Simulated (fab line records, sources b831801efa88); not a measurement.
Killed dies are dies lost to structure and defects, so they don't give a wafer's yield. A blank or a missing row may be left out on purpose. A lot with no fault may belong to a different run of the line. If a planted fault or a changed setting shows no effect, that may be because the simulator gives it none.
fab line records	flow sky130
[record] lots = 5	wafers = 15	last-day = 50
route steps=708 shown VIA3@590 METAL4@598 CAP2M@603 PAD_OPEN@708
lots with no fault: from the same line, run without faults
start-h: the number of hours between the record's first day and the start of the first shown wafer of the lot	wait-h: hours elapsed since this lot's preceding step	" as in the row above	L1.1+2: a row that stands for several wafers	- no value, or no start given	* or withheld: withheld	< > ~ a bound
route shown NAME@n: NAME is a module with steps in the file, n the number in the route of the first one	usual: mean/standard deviation of fault-free wafers	same: alike in all rows	chamber/n: place in a boat	sites: the reading at each site	_std_site: the standard deviation of these	_edge_site: inner sites' mean taken away from outer sites' mean	radius-mm: how far each site lies from the wafer's centre	mask NAME#n: copy n	behind: the most recent tool/chamber to have shaped the wafer	hold: what put the lot on hold/how long, in hours/how the hold closed	device: names the non-switching transistor (n, p or np)	end of line: at the end of the route, the tests of the same wafers	step lacking rows: just its recipe	killed: at the first sort, the dies lost to defects and structure; wafer yield is something else	map: a wafer's dies, marking killed ones x, the rest . and places with no die _
set.NAME: setting as actually run; set.NAME@STEP: the setting as run at that earlier step	model.NAME: the simulator's own value behind a step, which no gauge read
lots seen at some steps along the route; tables by step, rows by wafer
services: the hour from which a tool's chamber was out of use, counted from the record's first day as start-h (under 0 if before that day), plus the number of hours and why
[[steps]]
[step SKY_VIA3_STRIP_17]
[recipe] chemistry = post-etch-residue-remover	time-s = 1200	temp-c = 72.5
[step SKY_VIA3_CLEAN_18]
[recipe] chemistry = IPA	time-s = 180	temp-c = 25
[step SKY_VIA3_CLEAN_19]
[recipe] chemistry = O3/DIW	dry = n2-spin
[step SKY_VIA3_SPUTTER_20]
[recipe] material = TiN	target-thk-nm = 20	chamber-pressure-pa = 5	power-w = 4000	time-s = 80
[usual] throttle-valve-pct = 30.0/1.6
lot.wafer	tool	chamber	start-h	wait-h	throttle-valve-pct
L173.4	pvd-sputter-04	-	1001.76	0.0	28.8
L173.5	"	-	"	"	30.6
L173.6	"	-	"	"	31.6
L174.4	pvd-sputter-04	-	1002.72	0.0	30.8
L174.5	"	-	"	"	30.4
L174.6	"	-	"	"	30.7
L178.1	pvd-sputter-04	-	1037.13	0.0	28.6
L178.2	"	-	"	"	31.6
L178.4	"	-	"	"	30.2
L181.3	pvd-sputter-04	-	1056.27	0.0	31.5
L181.5	"	-	"	"	30.6
L181.6	"	-	"	"	30.4
L183.2	pvd-sputter-04	-	1063.51	0.0	30.7
L183.3	"	-	"	"	30.8
L183.4	"	-	"	"	28.8
[step SKY_VIA3_CVD_21]
[recipe] material = W	target-thk-nm = 390	time-s = 117.31	temp-c = 400	pressure-torr = 40
[step SKY_VIA3_RS_MEAS_22]
[recipe] thk-meas-gauge = four-point-probe	reads = W_of_VIA3_CVD_21+TiN_of_VIA3_SPUTTER_20
[usual] VIA3_W_RS = 0.296/0.0032
lot.wafer	tool	chamber	start-h	wait-h	VIA3_W_RS[ohm/sq]
L173.4	film-metro-01	-	1002.01	0.1	0.296
L173.5	"	-	"	"	0.299
L173.6	"	-	"	"	0.304
L174.4	film-metro-01	-	1002.96	0.1	0.295
L174.5	"	-	"	"	0.296
L174.6	"	-	"	"	0.297
L178.1	film-metro-01	-	1037.44	0.2	0.304
L178.2	"	-	"	"	0.300
L178.4	"	-	"	"	0.304
L181.3	film-metro-03	-	1056.49	0.1	0.300
L181.5	"	-	"	"	0.301
L181.6	"	-	"	"	0.300
L183.2	film-metro-02	-	1063.72	0.1	0.294
L183.3	"	-	"	"	0.295
L183.4	"	-	"	"	0.297
[step SKY_VIA3_THK_MEAS_23]
[recipe] thk-meas-gauge = xrf	reads = W_of_VIA3_CVD_21
[usual] VIA3_W_THK = 412/5.5
lot.wafer	tool	chamber	start-h	wait-h	VIA3_W_THK[nm]
L173.4	film-metro-01	-	1002.10	0.1	405
L173.5	"	-	"	"	404
L173.6	"	-	"	"	394
L174.4	film-metro-01	-	1003.05	0.1	410
L174.5	"	-	"	"	407
L174.6	"	-	"	"	406
L178.1	film-metro-01	-	1037.56	0.1	403
L178.2	"	-	"	"	409
L178.4	"	-	"	"	403
L181.3	film-metro-03	-	1056.59	0.1	410
L181.5	"	-	"	"	409
L181.6	"	-	"	"	411
L183.2	film-metro-02	-	1063.83	0.1	418
L183.3	"	-	"	"	417
L183.4	"	-	"	"	410
[step SKY_VIA3_CMP_24]
[recipe] stop-on = SiO2	t-overpolish-s = 20	down-force-psi = 3.5	platen-rpm = 60	target-thk-nm = 0	pad-velocity-m-s = 0.94248
[step SKY_METAL4_SPUTTER_00]
[recipe] material = Ti	target-thk-nm = 15	power-w = 3000	time-s = 10	chamber-pressure-pa = 0.4
[usual] throttle-valve-pct = 29.8/1.6
lot.wafer	tool	chamber	start-h	wait-h	throttle-valve-pct
L173.4	pvd-sputter-02	-	1002.43	0.2	29.1
L173.5	"	-	"	"	32.7
L173.6	"	-	"	"	28.9
L174.4	pvd-sputter-03	-	1003.38	0.1	28.3
L174.5	"	-	"	"	29.4
L174.6	"	-	"	"	28.3
L178.1	pvd-sputter-03	-	1037.92	0.2	29.1
L178.2	"	-	"	"	31.8
L178.4	"	-	"	"	29.5
L181.3	pvd-sputter-02	-	1056.93	0.1	29.0
L181.5	"	-	"	"	32.7
L181.6	"	-	"	"	28.7
L183.2	pvd-sputter-03	-	1064.18	0.1	31.6
L183.3	"	-	"	"	29.8
L183.4	"	-	"	"	29.5
[step SKY_METAL4_SPUTTER_01]
[recipe] material = TiN	target-thk-nm = 20	power-w = 6500	time-s = 16.7	chamber-pressure-pa = 0.4
[step SKY_METAL4_SPUTTER_02]
[recipe] material = AlCu	target-thk-nm = 735	power-w = 10600	time-s = 39.1	chamber-pressure-pa = 0.4
[usual] throttle-valve-pct = 29.8/1.6
lot.wafer	tool	chamber	start-h	wait-h	throttle-valve-pct
L173.4	pvd-sputter-02	-	1002.47	0.0	28.9
L173.5	"	-	"	"	32.9
L173.6	"	-	"	"	28.9
L174.4	pvd-sputter-03	-	1003.43	0.0	28.3
L174.5	"	-	"	"	29.4
L174.6	"	-	"	"	28.5
L178.1	pvd-sputter-03	-	1037.97	0.0	29.4
L178.2	"	-	"	"	31.4
L178.4	"	-	"	"	29.9
L181.3	pvd-sputter-02	-	1056.98	0.0	28.4
L181.5	"	-	"	"	33.1
L181.6	"	-	"	"	28.8
L183.2	pvd-sputter-03	-	1064.22	0.0	31.4
L183.3	"	-	"	"	29.7
L183.4	"	-	"	"	29.2
[step SKY_METAL4_SPUTTER_03]
[recipe] material = Ti	target-thk-nm = 5	power-w = 3000	time-s = 3.3	chamber-pressure-pa = 0.4
[step SKY_METAL4_SPUTTER_04]
[recipe] material = TiN	target-thk-nm = 70	power-w = 6500	time-s = 58.3	chamber-pressure-pa = 0.4
[usual] throttle-valve-pct = 29.8/1.6
lot.wafer	tool	chamber	start-h	wait-h	throttle-valve-pct	model.TiN_of_METAL4_SPUTTER_04.thk-nm
L173.4	pvd-sputter-02	-	1002.53	0.0	29.0	70.81
L173.5	"	-	"	"	33.2	69.6
L173.6	"	-	"	"	28.7	69.98
L174.4	pvd-sputter-03	-	1003.49	0.0	28.5	69.52
L174.5	"	-	"	"	29.6	69.54
L174.6	"	-	"	"	28.4	69
L178.1	pvd-sputter-03	-	1038.02	0.0	29.3	69.92
L178.2	"	-	"	"	31.5	70.06
L178.4	"	-	"	"	29.5	70.25
L181.3	pvd-sputter-02	-	1057.04	0.0	29.0	69.65
L181.5	"	-	"	"	33.0	69.79
L181.6	"	-	"	"	28.8	69.96
L183.2	pvd-sputter-03	-	1064.28	0.0	31.6	98.15
L183.3	"	-	"	"	29.9	68.84
L183.4	"	-	"	"	29.6	69.14
[step SKY_CAP2M_CVD_00]
[recipe] material = SiO2	target-thk-nm = 15.5	temp-c = 400	time-s = withheld	rf-w = 450
[step SKY_CAP2M_THK_MEAS_01]
[recipe] reads = SiO2_of_CAP2M_CVD_00
[usual] CAP2M_CVD_00_THK = 15.54/0.23
lot.wafer	tool	chamber	start-h	wait-h	CAP2M_CVD_00_THK[nm]
L173.4	film-metro-04	-	1002.63	-	15.37
L173.5	"	-	"	"	15.50
L173.6	"	-	"	"	15.48
L174.4	film-metro-03	-	1003.59	-	15.66
L174.5	"	-	"	"	15.48
L174.6	"	-	"	"	15.67
L178.1	film-metro-04	-	1038.09	-	15.79
L178.2	"	-	"	"	15.56
L178.4	"	-	"	"	15.92
L181.3	film-metro-03	-	1057.13	-	15.38
L181.5	"	-	"	"	15.43
L181.6	"	-	"	"	15.45
L183.2	film-metro-01	-	1064.36	-	15.50
L183.3	"	-	"	"	15.31
L183.4	"	-	"	"	15.58
[step SKY_CAP2M_SPUTTER_02]
[recipe] material = TiN	target-thk-nm = 200	temp-c = 300	power-w = 6500	time-s = 166.7	chamber-pressure-pa = 0.4
[step SKY_CAP2M_RS_MEAS_03]
[recipe] thk-meas-gauge = four-point-probe	reads = TiN_of_CAP2M_SPUTTER_02
[usual] CAP2M_TIN_RS = 6.91/0.077
lot.wafer	tool	chamber	start-h	wait-h	CAP2M_TIN_RS[ohm/sq]
L173.4	film-metro-04	-	1002.83	0.1	7.06
L173.5	"	-	"	"	7.00
L173.6	"	-	"	"	7.01
L174.4	film-metro-01	-	1003.79	0.1	6.88
L174.5	"	-	"	"	6.85
L174.6	"	-	"	"	6.85
L178.1	film-metro-01	-	1038.26	0.1	6.84
L178.2	"	-	"	"	6.93
L178.4	"	-	"	"	6.84
L181.3	film-metro-04	-	1057.32	0.1	6.97
L181.5	"	-	"	"	6.93
L181.6	"	-	"	"	6.88
L183.2	film-metro-04	-	1064.54	0.1	6.94
L183.3	"	-	"	"	6.93
L183.4	"	-	"	"	6.97
[step SKY_CAP2M_THK_MEAS_04]
[recipe] thk-meas-gauge = xrf	reads = TiN_of_CAP2M_SPUTTER_02
[usual] CAP2M_TIN_THK = 201.8/2.2
lot.wafer	tool	chamber	start-h	wait-h	CAP2M_TIN_THK[nm]
L173.4	film-metro-04	-	1002.92	0.1	197.6
L173.5	"	-	"	"	200.5
L173.6	"	-	"	"	199.5
L174.4	film-metro-01	-	1003.88	0.1	204.2
L174.5	"	-	"	"	205.2
L174.6	"	-	"	"	204.6
L178.1	film-metro-01	-	1038.38	0.1	203.7
L178.2	"	-	"	"	201.0
L178.4	"	-	"	"	203.9
L181.3	film-metro-04	-	1057.42	0.1	199.8
L181.5	"	-	"	"	200.3
L181.6	"	-	"	"	202.9
L183.2	film-metro-04	-	1064.65	0.1	201.1
L183.3	"	-	"	"	201.8
L183.4	"	-	"	"	199.2
[step SKY_CAP2M_DEHYDRATE_05]
[recipe] temp-c = 200	time-s = 60
[step SKY_CAP2M_HMDS_06]
[recipe] prime-time-s = 60	prime-temp-c = 120
[step SKY_CAP2M_COAT_07]
[recipe] resist = NOVOLAK	spin-rpm = 3000	resist-thk-nm = 1140
[step SKY_CAP2M_SOFTBAKE_08]
[recipe] temp-c = 90	time-s = 60	resist = NOVOLAK
[step SKY_CAP2M_EXPOSE_09]
[recipe] mask-id = CAP2M	na = 0.6	source-shape = conventional	sigma-outer = 0.6	polarization = unpolarized	target-cd-nm = 1000	dose-mj = 159
[step SKY_CAP2M_PEB_10]
[recipe] temp-c = withheld	time-s = *	resist = NOVOLAK
[step SKY_CAP2M_DEVELOP_11]
[recipe] resist = NOVOLAK	developer = TMAH	develop-time-s = 60	dev-temp-c = 23
[step SKY_CAP2M_OVL_MEAS_12]
[usual] CAP2M_OVL = -0.3/1.4
lot.wafer	tool	chamber	start-h	wait-h	CAP2M_OVL[nm]
L173.4	overlay-02	-	1026.54	0.1	-0.6
L173.5	"	-	"	"	1.3
L173.6	"	-	"	"	-1.0
L174.4	overlay-01	-	1027.12	0.1	2.0
L174.5	"	-	"	"	1.0
L174.6	"	-	"	"	0.1
L178.1	overlay-02	-	1060.79	0.1	-0.3
L178.2	"	-	"	"	-1.2
L178.4	"	-	"	"	0.1
L181.3	overlay-02	-	1079.70	0.1	-1.6
L181.5	"	-	"	"	1.6
L181.6	"	-	"	"	-0.4
L183.2	overlay-01	-	1086.18	0.1	-0.7
L183.3	"	-	"	"	1.1
L183.4	"	-	"	"	1.1
[step SKY_CAP2M_METAL_ETCH_13]
[recipe] target-depth-nm = 220	stop-on = SiO2	chemistry = Cl2/BCl3	target = TiN	pressure-mtorr = 10	icp-w = 900	bias-w = 48.5	Cl2_flow_sccm = 60	bcl3-flow-sccm = 30	time-s = 62.9
[usual] drypump-motor-current-A = 5.94/0.18	mfc-cl2-sccm = 59.99/0.17	oes-product-au = 0.941/0.0081	rf-fwd-power-W = 892/3.4	throttle-valve-pct = 21.903/0.0096
lot.wafer	tool	chamber	start-h	wait-h	drypump-motor-current-A	mfc-cl2-sccm	oes-product-au	rf-fwd-power-W	rf-hours-counter-h	throttle-valve-pct
L173.4	rie-metal-02	1	1026.58	0.0	6.04	60.27	0.933	891	-	21.907
L173.5	"	1	"	"	6.07	60.04	0.931	890	-	21.900
L173.6	"	0	"	"	5.89	59.86	0.937	894	-	21.907
L174.4	rie-metal-03	0	1027.17	0.0	6.23	59.83	0.948	890	-	21.889
L174.5	"	1	"	"	5.64	59.72	0.949	896	-	21.896
L174.6	"	0	"	"	6.22	59.97	0.943	890	-	21.911
L178.1	rie-metal-02	0	1060.83	0.0	5.87	60.00	0.953	893	14	21.894
L178.2	"	1	"	"	6.02	60.20	0.931	891	3	21.896
L178.4	"	0	"	"	5.83	60.17	0.940	895	-	21.917
L181.3	rie-metal-02	1	1079.75	0.0	6.05	60.05	0.937	889	-	21.924
L181.5	"	0	"	"	5.90	60.25	0.941	900	-	21.902
L181.6	"	1	"	"	6.04	60.02	0.938	889	-	21.899
L183.2	rie-metal-02	0	1086.21	0.0	5.90	60.10	0.940	899	16	21.901
L183.3	"	0	"	"	5.87	59.96	0.936	894	-	21.908
L183.4	"	1	"	"	6.12	59.83	0.927	890	-	21.899
[step SKY_CAP2M_STRIP_14]
[recipe] chemistry = O2/N2	power-w = 1400	pressure-mtorr = 1500	platen-temp-c = withheld	o2-flow-sccm = 3000	n2-flow-sccm = 300	overash-fraction = 0.5
[step SKY_CAP2M_STRIP_15]
[recipe] chemistry = post-etch-residue-remover	time-s = 1200	temp-c = 72.5
[step SKY_CAP2M_CLEAN_16]
[recipe] chemistry = IPA	time-s = 180	temp-c = 25
[step SKY_CAP2M_CLEAN_17]
[recipe] chemistry = O3/DIW	dry = n2-spin
[step SKY_METAL4_DEHYDRATE_05]
[recipe] temp-c = 200	time-s = 60
[step SKY_METAL4_HMDS_06]
[recipe] prime-time-s = 60	prime-temp-c = 120
[step SKY_METAL4_COAT_07]
[recipe] resist = BARC	temp-c = withheld	time-s = withheld	spin-rpm = 3000	resist-thk-nm = 60
[step SKY_METAL4_COAT_08]
[recipe] resist = KrF-thick	spin-rpm = 3000	resist-thk-nm = 1140
[step SKY_METAL4_SOFTBAKE_09]
[recipe] temp-c = 100	time-s = 90	resist = KrF-thick
[step SKY_METAL4_EXPOSE_10]
[recipe] mask-id = MM4	na = 0.68	source-shape = annular	sigma-inner = 0.4	sigma-outer = 0.8	target-cd-nm = 300	dose-mj = 28
[step SKY_METAL4_PEB_11]
[recipe] peb-temp-c = withheld	peb-time-s = withheld	resist = KrF-thick
[step SKY_METAL4_DEVELOP_12]
[recipe] develop-time-s = 60	resist = KrF-thick	dev-temp-c = 21
[step SKY_METAL4_CD_MEAS_13]
[recipe] target-cd-nm = 300
[usual] cd-nm = 300.1/1.6
lot.wafer	tool	chamber	start-h	wait-h	cd-nm
L173.4	cd-sem-01	-	1050.22	-	300.3
L173.5	"	-	"	"	298.6
L173.6	"	-	"	"	298.6
L174.4	cd-sem-02	-	1050.32	-	299.4
L174.5	"	-	"	"	298.1
L174.6	"	-	"	"	299.0
L178.1	cd-sem-02	-	1083.56	-	301.3
L178.2	"	-	"	"	300.5
L178.4	"	-	"	"	301.3
L181.3	cd-sem-02	-	1102.15	-	300.4
L181.5	"	-	"	"	300.4
L181.6	"	-	"	"	300.7
L183.2	cd-sem-01	-	1108.03	-	300.6
L183.3	"	-	"	"	301.4
L183.4	"	-	"	"	301.4
[step SKY_METAL4_OVL_MEAS_14]
[usual] METAL4_OVL = 3/5.4
lot.wafer	tool	chamber	start-h	wait-h	METAL4_OVL[nm]
L173.4	overlay-02	-	1050.30	0.1	4
L173.5	"	-	"	"	13
L173.6	"	-	"	"	9
L174.4	overlay-01	-	1050.39	0.1	0
L174.5	"	-	"	"	14
L174.6	"	-	"	"	6
L178.1	overlay-02	-	1083.68	0.1	12
L178.2	"	-	"	"	5
L178.4	"	-	"	"	-3
L181.3	overlay-02	-	1102.24	0.1	-7
L181.5	"	-	"	"	-5
L181.6	"	-	"	"	1
L183.2	overlay-01	-	1108.13	0.1	2
L183.3	"	-	"	"	-2
L183.4	"	-	"	"	-2
[step SKY_METAL4_DESCUM_15]
[recipe] chemistry = O2	source-power-w = 150	bias-power-w = 0	pressure-mtorr = 10	temp-c = 40	time-s = 8
[usual] drypump-motor-current-A = 5.82/0.23	oes-product-au = 1.003/0.0071	rf-fwd-power-W = 147.1/0.76
lot.wafer	tool	chamber	start-h	wait-h	drypump-motor-current-A	oes-product-au	rf-fwd-power-W	rf-hours-counter-h
L173.4	rie-metal-03	1	1050.33	0.0	5.63	1.012	147.3	-
L173.5	"	1	"	"	5.63	1.004	147.7	-
L173.6	"	0	"	"	6.19	1.006	146.2	-
L174.4	rie-metal-04	0	1050.42	0.0	5.76	1.005	146.4	-
L174.5	"	0	"	"	5.74	1.007	147.0	-
L174.6	"	1	"	"	5.56	0.996	147.0	-
L178.1	rie-metal-04	0	1083.71	0.0	5.74	1.010	146.1	19
L178.2	"	1	"	"	5.56	1.005	148.1	12
L178.4	"	1	"	"	5.57	0.994	147.9	-
L181.3	rie-metal-01	0	1102.28	0.0	5.77	0.990	147.6	-
L181.5	"	1	"	"	6.06	0.998	146.9	-
L181.6	"	0	"	"	5.78	0.993	148.2	-
L183.2	rie-metal-01	0	1108.16	0.0	5.77	0.995	148.2	23
L183.3	"	1	"	"	6.03	1.004	146.2	-
L183.4	"	0	"	"	5.78	1.006	147.5	-
[step SKY_METAL4_METAL_ETCH_18]
[recipe] target-depth-a = 8450	stop-on = SiO2	over-etch-frac = 0.3	time-s = 183.1	chemistry = Cl2/BCl3	resist-sidewall-deg = 88	pressure-mtorr = 10	icp-w = 900	bias-w = 48.5	Cl2_flow_sccm = 60	bcl3-flow-sccm = 30
[usual] drypump-motor-current-A = 5.85/0.24	mfc-cl2-sccm = 60.01/0.16	oes-product-au = 0.866/0.0061	rf-fwd-power-W = 896.9/2.9	throttle-valve-pct = 22.264/0.009
lot.wafer	tool	chamber	start-h	wait-h	drypump-motor-current-A	mfc-cl2-sccm	oes-product-au	rf-fwd-power-W	rf-hours-counter-h	throttle-valve-pct
L173.4	rie-metal-01	1	1050.53	0.1	6.05	60.04	0.874	895.6	-	22.275
L173.5	"	0	"	"	5.78	59.93	0.869	894.3	-	22.253
L173.6	"	1	"	"	6.05	59.95	0.873	892.2	-	22.261
L174.4	rie-metal-03	1	1050.62	0.1	5.63	60.13	0.857	897.4	-	22.266
L174.5	"	0	"	"	6.21	59.84	0.867	900.6	-	22.280
L174.6	"	1	"	"	5.65	60.09	0.860	896.8	-	22.265
L178.1	rie-metal-01	1	1083.86	0.0	6.05	59.87	0.858	893.1	8	22.261
L178.2	"	0	"	"	5.78	59.94	0.862	905.5	21	22.249
L178.4	"	0	"	"	5.78	60.12	0.863	901.3	-	22.246
L181.3	rie-metal-03	0	1102.48	0.1	6.19	59.85	0.871	893.8	-	22.281
L181.5	"	1	"	"	5.64	60.05	0.870	900.3	-	22.267
L181.6	"	0	"	"	6.20	59.98	0.869	890.2	-	22.277
L183.2	rie-metal-03	0	1108.31	0.0	6.22	59.97	0.890	894.8	15	22.261
L183.3	"	1	"	"	5.67	60.30	0.875	893.2	-	22.277
L183.4	"	0	"	"	6.20	60.05	0.873	899.1	-	22.265
[step SKY_PAD_OPEN_PROBE_99]
[usual] defect-limited-yield = 82.3/1.8	killed_at_M0_to_M3 = 43/6.9	killed_at_M4_up = 3.2/1.6	killed-at-contacts = 25/5.1	killed-at-front-end = 16/4.5	killed-at-other = 0.3/0.68	killed-dies = 87/8.9	killed-open = 48/6.9	killed-short = 39/6.3	sort_bin_3_pad_short = 0.8/0.4	sort_bin_5_function = 10.5/1.4	sort_bin_6_memory = 6.4/1.1	sort-n-pass = 405/8.9	sort-yield-pct = 82.3/1.8
[same] gross-dies = 492	killed-at-back-side = 0	sort_bin_4_leakage[%] = 0	sort_bin_8_speed[%] = 0
lot.wafer	tool	chamber	start-h	wait-h	defect-limited-yield[%]	killed_at_M0_to_M3	killed_at_M4_up	killed-at-contacts	killed-at-front-end	killed-at-other	killed-dies	killed-open	killed-short	sort_bin_3_pad_short[%]	sort_bin_5_function[%]	sort_bin_6_memory[%]	sort-n-pass	sort-yield-pct[%]	model.etest.via4-chain.rc-ohm
L173.4	prober-01	-	1141.78	0.2	79.9	47	3	30	19	0	99	52	46	1.2	11.8	7.1	393	79.9	0.7799
L173.5	prober-01	-	1141.83	0.2	80.9	54	7	24	9	0	94	52	42	0.6	10.2	8.3	398	80.9	0.8161
L173.6	prober-01	-	1141.88	0.2	81.5	51	1	33	6	0	91	47	44	0.6	11.4	6.5	401	81.5	0.8027
L174.4	prober-02	-	1142.10	0.2	80.1	49	5	26	18	0	98	51	47	1.6	11.0	7.3	394	80.1	0.8082
L174.5	prober-02	-	1142.15	0.2	82.7	40	3	31	10	1	85	53	32	0.6	9.8	6.9	407	82.7	0.7533
L174.6	prober-02	-	1142.20	0.2	83.3	44	2	23	13	0	82	51	31	0.8	9.8	6.1	410	83.3	0.7974
L178.1	prober-02	-	1170.49	0.1	83.9	26	4	33	15	1	79	44	34	0.8	9.8	5.5	413	83.9	0.7755
L178.2	prober-02	-	1170.54	0.1	83.1	48	4	16	14	1	83	43	39	0.2	10.6	6.1	409	83.1	0.7596
L178.4	prober-02	-	1170.64	0.2	82.7	40	0	19	26	0	85	45	40	0.6	10.8	5.9	407	82.7	0.816
L181.3	prober-01	-	1184.83	0.2	81.5	46	1	29	15	0	91	48	43	1.2	10.4	6.9	401	81.5	0.7658
L181.5	prober-01	-	1184.93	0.2	81.9	41	2	29	17	0	89	54	35	0.6	12.4	5.1	403	81.9	0.7857
L181.6	prober-01	-	1184.98	0.2	82.9	42	1	23	18	0	84	53	31	0.6	11.4	5.1	408	82.9	0.802
L183.2	prober-01	-	1190.94	0.1	81.7	43	3	20	24	0	90	41	47	2.0	9.6	6.7	402	81.7	0.8505
L183.3	prober-01	-	1190.99	0.2	81.5	48	4	27	11	1	91	45	46	0.6	13.0	4.9	401	81.5	0.7836
L183.4	prober-01	-	1191.04	0.2	80.5	53	4	22	17	0	96	51	45	0.8	11.8	6.9	396	80.5	0.8006
// killed by level:class
L173.4 CONTACT:geometric-particle:open=11 VIA1:geometric-particle:open=11 LOCAL_INTERCONNECT:geometric-particle:short=6 METAL1:geometric-particle:short=6 POLY_GATE:geometric-particle:short=6 VIA1:geometric-particle:short=6 POLY_GATE:geometric-particle:open=5 METAL2:geometric-particle:short=5
L173.5 VIA1:geometric-particle:open=17 METAL1:geometric-particle:short=7 CONTACT:geometric-particle:open=7 CONTACT:geometric-particle:short=6 VIA1:geometric-particle:short=6 METAL2:geometric-particle:short=5 LI_CONTACT:geometric-particle:open=5 VIA2:geometric-particle:open=5
L173.6 CONTACT:geometric-particle:open=13 VIA1:geometric-particle:open=10 LI_CONTACT:geometric-particle:open=8 VIA1:geometric-particle:short=8 VIA2:geometric-particle:open=7 CONTACT:geometric-particle:short=6 METAL2:geometric-particle:short=6 VIA2:geometric-particle:short=5
L174.4 VIA1:geometric-particle:open=13 LI_CONTACT:geometric-particle:open=9 FIELD_ISO:geometric-particle:short=7 VIA2:geometric-particle:open=7 CONTACT:geometric-particle:open=7 METAL2:geometric-particle:short=7 METAL1:geometric-particle:short=6 FIELD_ISO:geometric-particle:open=5
L174.5 CONTACT:geometric-particle:open=16 VIA1:geometric-particle:open=10 VIA3:geometric-particle:open=7 LI_CONTACT:geometric-particle:open=6 VIA1:geometric-particle:short=5 VIA2:geometric-particle:open=5 CONTACT:geometric-particle:short=4 VIA2:geometric-particle:short=4
L174.6 VIA1:geometric-particle:open=11 LI_CONTACT:geometric-particle:open=10 CONTACT:geometric-particle:open=8 VIA2:geometric-particle:open=7 VIA3:geometric-particle:open=7 FIELD_ISO:geometric-particle:short=4 METAL2:geometric-particle:short=4 POLY_GATE:geometric-particle:short=3
L178.1 CONTACT:geometric-particle:open=10 CONTACT:geometric-particle:short=9 LI_CONTACT:geometric-particle:open=7 VIA2:geometric-particle:open=7 VIA1:geometric-particle:open=5 FIELD_ISO:geometric-particle:short=4 LOCAL_INTERCONNECT:geometric-particle:short=4 METAL1:geometric-particle:short=4
L178.2 VIA1:geometric-particle:open=12 METAL1:geometric-particle:short=9 CONTACT:geometric-particle:open=8 METAL2:geometric-particle:short=8 FIELD_ISO:geometric-particle:open=5 POLY_GATE:geometric-particle:open=5 VIA3:geometric-particle:short=5 CONTACT:geometric-particle:short=3
L178.4 FIELD_ISO:geometric-particle:short=14 CONTACT:geometric-particle:open=11 VIA1:geometric-particle:open=10 FIELD_ISO:geometric-particle:open=9 METAL1:geometric-particle:short=6 VIA3:geometric-particle:open=5 LI_CONTACT:geometric-particle:open=4 VIA1:geometric-particle:short=4
L181.3 VIA1:geometric-particle:open=10 LI_CONTACT:geometric-particle:open=9 CONTACT:geometric-particle:open=8 VIA2:geometric-particle:short=8 CONTACT:geometric-particle:short=7 VIA2:geometric-particle:open=7 METAL2:geometric-particle:short=6 POLY_GATE:geometric-particle:short=4
L181.5 CONTACT:geometric-particle:open=11 LI_CONTACT:geometric-particle:open=10 VIA1:geometric-particle:open=9 VIA2:geometric-particle:open=7 VIA3:geometric-particle:open=7 VIA1:geometric-particle:short=6 FIELD_ISO:geometric-particle:short=5 CONTACT:geometric-particle:short=5
L181.6 VIA1:geometric-particle:open=11 CONTACT:geometric-particle:open=9 VIA2:geometric-particle:open=7 VIA3:geometric-particle:open=6 METAL1:geometric-particle:short=6 POLY_GATE:geometric-particle:open=5 LI_CONTACT:geometric-particle:open=5 LOCAL_INTERCONNECT:geometric-particle:short=5
L183.2 VIA1:geometric-particle:short=8 VIA1:geometric-particle:open=8 METAL1:geometric-particle:short=7 FIELD_ISO:geometric-particle:open=6 CONTACT:geometric-particle:short=6 VIA3:geometric-particle:open=6 FIELD_ISO:geometric-particle:short=5 LI_CONTACT:geometric-particle:open=5
L183.3 CONTACT:geometric-particle:open=8 VIA1:geometric-particle:open=8 LI_CONTACT:geometric-particle:open=7 VIA3:geometric-particle:short=5 CONTACT:geometric-particle:short=5 VIA2:geometric-particle:short=5 METAL1:geometric-particle:short=5 VIA1:geometric-particle:short=5
L183.4 VIA3:geometric-particle:open=11 VIA1:geometric-particle:open=8 METAL2:geometric-particle:short=7 POLY_GATE:geometric-particle:short=6 CONTACT:geometric-particle:short=6 LI_CONTACT:geometric-particle:open=6 VIA1:geometric-particle:short=6 VIA2:geometric-particle:open=6
[[services]]
tool	chamber	start-h	hours	kind
rie-metal-04	0	985.94	1.2	repair
rie-metal-02	1	988.39	-	clean
rie-metal-02	1	988.39	12.7	scheduled-down
rie-metal-02	1	988.39	12.7	vent-cycle
pvd-sputter-02	-	995.26	0.9	repair
pvd-sputter-03	-	1026.05	0.8	repair
pvd-sputter-04	-	1039.09	1.9	repair
rie-metal-02	1	1045.82	5.2	repair
[[key]]
[first-sign] step = SKY_METAL4_METAL_ETCH_18	reading = oes-product-au	direction = up	sigmas = 3.9	usual = 0.866	struck = 0.890
effect none on later readings
[model-effect] step = SKY_METAL4_SPUTTER_04	value = TiN_of_METAL4_SPUTTER_04.thk-nm	without = 69.09	struck = 98.15
[model-effect] step = SKY_PAD_OPEN_PROBE_99	value = etest.via4-chain.rc-ohm	without = 0.7989	struck = 0.8505
met-at SKY_METAL4_SPUTTER_04
struck-wafers L183.2
onset-between 1038.02 1064.28
[fault] kind = process-parameter-drift	tool = pvd-sputter-03	chamber = -	onset-h = 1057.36	steps = SKY_METAL4_SPUTTER_04	channel = target-thk-nm	offset = 29.055	shape = step	end-h = 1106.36	scope = struck-wafers-only	acts-in = these-recipes-only	stated = 70
